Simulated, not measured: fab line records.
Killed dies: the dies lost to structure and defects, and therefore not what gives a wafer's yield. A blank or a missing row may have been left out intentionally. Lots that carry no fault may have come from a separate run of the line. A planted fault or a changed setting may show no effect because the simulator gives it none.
A struck lot beside a sound one | flow sky130 | 15 steps out of a route of 708
Sound: these wafers, L296.1, L296.3, L296.6. Struck: wafers L301.1, L301.2, L301.3. At the end, the cause is stated.
Per side, at each step with rows, come the tool, then ch with its chambers, and then its first start. Under that, the readings that differ: sound wafers | struck wafers | difference of the means | sigmas: that difference in standard deviations of wafers without a fault.
alike: readings whose means differ by less than 2 such deviations, and words and numbers that are the same on both sides. not compared: withheld readings, readings that some wafer has no value for, bounds like >300 that may hide the same value, and numbers for which the record gives no deviation and whose values overlap.
A row with sigmas, a row that says differs or no value, or rows on one side alone: a step with any of these is where the two part. Non-overlapping numbers with no deviation appear without sigmas and do not part them. Lack of a reading on every wafer of one side parts them only where that side has two or more wafers.

first, 4 steps without rows for these wafers: SKY_LDD_HVN_SOFTBAKE_03 (time 60 s); SKY_LDD_HVN_EXPOSE_04 (exposes mask HVNTM, target cd 700 nm); SKY_LDD_HVN_PEB_05; SKY_LDD_HVN_DEVELOP_06 (develop time 60 s).
SKY_LDD_HVN_OVL_MEAS_07:
  sound on overlay-02 at day 21 16:17; struck on overlay-02 at day 23 18:14
  alike: LDD_HVN_OVL
following that, these wafers have no rows for 1 step: SKY_LDD_HVN_IMPLANT_08.
SKY_LDD_HVN_STRIP_09: strips in O2/N2.
  sound on plasmaAsher-04 ch 0,1, day 21 16:37; struck on plasmaAsher-02 ch 0,1, day 23 18:26
  alike: drypumpMotorCurrentA, oesProductAu, stripTimeToEndpointS
  not compared: rfHoursCounterH
SKY_LDD_HVN_TW_MEAS_10:
  sound on filmMetro-03 at day 21 16:43; struck on filmMetro-01 at day 23 18:32
  alike: LDD_HVN_TW
then, 4 steps without rows for these wafers: SKY_LDD_HVP_DEHYDRATE_00 (time 60 s); SKY_LDD_HVP_HMDS_01 (prime time 60 s); SKY_LDD_HVP_COAT_02 (resist thk 300 nm); SKY_LDD_HVP_SOFTBAKE_03 (time 60 s).
SKY_LDD_HVP_EXPOSE_04: exposes mask HVPTM, target cd 700 nm.
  sound on ilineStepper-02 ch 0, day 22 08:20; struck on ilineStepper-02 ch 0, day 24 08:10
reading           | sound             | struck            | difference | sigmas
exposureDoseMJCm2 | 85.92 86.15 86.15 | 81.83 81.91 82.00 | -4.16      | -53
  alike: mask
following that, these wafers have no rows for 1 step: SKY_LDD_HVP_PEB_05.
-- a jump in the record: the struck wafers' starts before and after are 24 days apart (it breaks off in module LDD_HVP and resumes in module PAD_OPEN, where the first step shown is number 708 of the route) --
SKY_PAD_OPEN_PROBE_99:
  sound on prober-01 at day 46 17:34; struck on prober-02 at day 47 22:47
  alike: killed_at_M0_to_M3, killed_at_M4_up, killedAtContacts, killedAtFrontEnd, killedAtOther, killedDies, killedOpen, killedShort

WHERE THEY PART
Only at SKY_LDD_HVP_EXPOSE_04, as far as this record shows. Later steps at which nothing parts them and some readings are alike: SKY_PAD_OPEN_PROBE_99.

WHY: whatever the simulator had introduced
Process parameters drifting: ilineStepper-02 at SKY_LDD_HVP_EXPOSE_04, beginning at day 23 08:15. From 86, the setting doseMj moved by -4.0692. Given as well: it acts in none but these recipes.
